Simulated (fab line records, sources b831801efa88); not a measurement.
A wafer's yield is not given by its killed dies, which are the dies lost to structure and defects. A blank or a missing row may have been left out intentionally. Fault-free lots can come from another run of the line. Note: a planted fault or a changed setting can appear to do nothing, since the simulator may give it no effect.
A struck lot beside a sound one / flow sky130 / 15 out of 708 route steps
Sound: these wafers, L459.1, L459.2, L459.5. Wafers L449.2, L449.3, L449.6 were the ones struck. At the end, the cause is stated.
Order at every step that has rows: each side's tool, ch and its chambers, its first start. Under that, the readings that differ: sound wafers / struck wafers / difference of the means / sigmas: that difference in standard deviations of wafers without a fault.
alike: a reading whose means differ by less than 2 such deviations, as well as words and numbers matching on both sides. not compared: withheld readings; readings where some wafer has no value; bounds like >300 that might hide an equal value; numbers whose values overlap and for which the record gives no deviation.
A row with sigmas, a row that says differs or no value, or rows on one side alone: a step with any of these is where the two part. Non-overlapping numbers with no deviation appear without sigmas and do not part them. A reading that every wafer of one side lacks parts them only if that side has two wafers or more.

first, 1 step without rows for these wafers: SKY_CONTACT_ETCH_17 (etches SiO2 in C4F8/O2/Ar, stops on Si3N4, target depth 340 nm).
SKY_CONTACT_ETCH_18: etches Si3N4 in CHF3/O2, stops on TiN, time 39 s, target depth 75 nm.
  sound on rieDiel-02 ch 0,2; struck on rieDiel-01 ch 0,2,3
  alike: drypumpMotorCurrentA, oesProductAu, throttleValvePct
  not compared: rfHoursCounterH
SKY_CONTACT_STRIP_19: strips in O2/N2.
  sound on plasmaAsher-01 ch 0,1, day 36 10:08; struck on plasmaAsher-03 ch 0,1, day 33 07:59
  alike: drypumpMotorCurrentA, oesProductAu, stripTimeToEndpointS
  not compared: rfHoursCounterH
then, 3 steps without rows for these wafers: SKY_CONTACT_STRIP_20 (strips in post etch residue remover, time 1200 s); SKY_CONTACT_CLEAN_21 (cleans in IPA, time 180 s); SKY_CONTACT_CLEAN_22 (cleans in O3/DIW).
SKY_CONTACT_SPUTTER_23: material TiN, target thk 20 nm, time 80 s.
  struck on pvdSputter-03, day 33 08:41; sound on pvdSputter-04, day 36 10:44
  alike: cathodeDcPowerW, throttleValvePct
then, 1 step without rows for these wafers: SKY_CONTACT_CVD_24 (deposits W, target thk 340 nm, time 102.12 s).
SKY_CONTACT_RS_MEAS_25: measures by four-point-probe.
  struck on filmMetro-03, day 33 08:52; sound on filmMetro-04, day 36 10:55
  alike: CONTACT_W_RS
SKY_CONTACT_THK_MEAS_26: measures by xrf.
  struck on filmMetro-03, day 33 08:59; sound on filmMetro-04, day 36 11:02
  alike: CONTACT_W_THK
SKY_CONTACT_CMP_27: polishes, stops on SiO2, t overpolish 15 s, target thk 0 nm.
  sound on cmp-01 ch 1,2, day 36 11:05; struck on cmp-01 ch 0,2,3, day 33 09:08
  alike: motorCurrentA, overpolishRunS, platenRpm, timeToEndpointS
then, 1 step without rows for these wafers: SKY_METAL1_SPUTTER_00 (material Ti, target thk 15 nm, time 10 s).
SKY_METAL1_SPUTTER_01: material TiN, target thk 20 nm, time 16.7 s.
  struck on pvdSputter-01, day 33 09:21; sound on pvdSputter-02, day 36 11:25
reading=cathodeDcPowerW (W); sound=6499.6 6500.7 6501.0; struck=8745.5 8746.5 8744.9; difference=+2245.2; sigmas=+99 or more
reading=model.TiN_of_METAL1_SPUTTER_01.thkNm (nm); sound=20.04 19.88 20.12; struck=27.54 27.11 27.46; difference=+7.36; sigmas=
  alike: throttleValvePct
SKY_METAL1_SPUTTER_02: material AlCu, target thk 250 nm, time 13.3 s.
  struck on pvdSputter-01, day 33 09:23; sound on pvdSputter-02, day 36 11:26
  alike: cathodeDcPowerW, throttleValvePct
then, 1 step without rows for these wafers: SKY_PAD_OPEN_PROBE_99.

== WHERE THEY PART ==
Only at SKY_METAL1_SPUTTER_01, as far as this record shows. Later steps at which nothing parts them and some readings are alike: SKY_METAL1_SPUTTER_02.

WHY: whatever the simulator had introduced
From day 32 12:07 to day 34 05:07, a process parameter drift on pvdSputter-01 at SKY_METAL1_SPUTTER_01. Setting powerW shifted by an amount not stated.
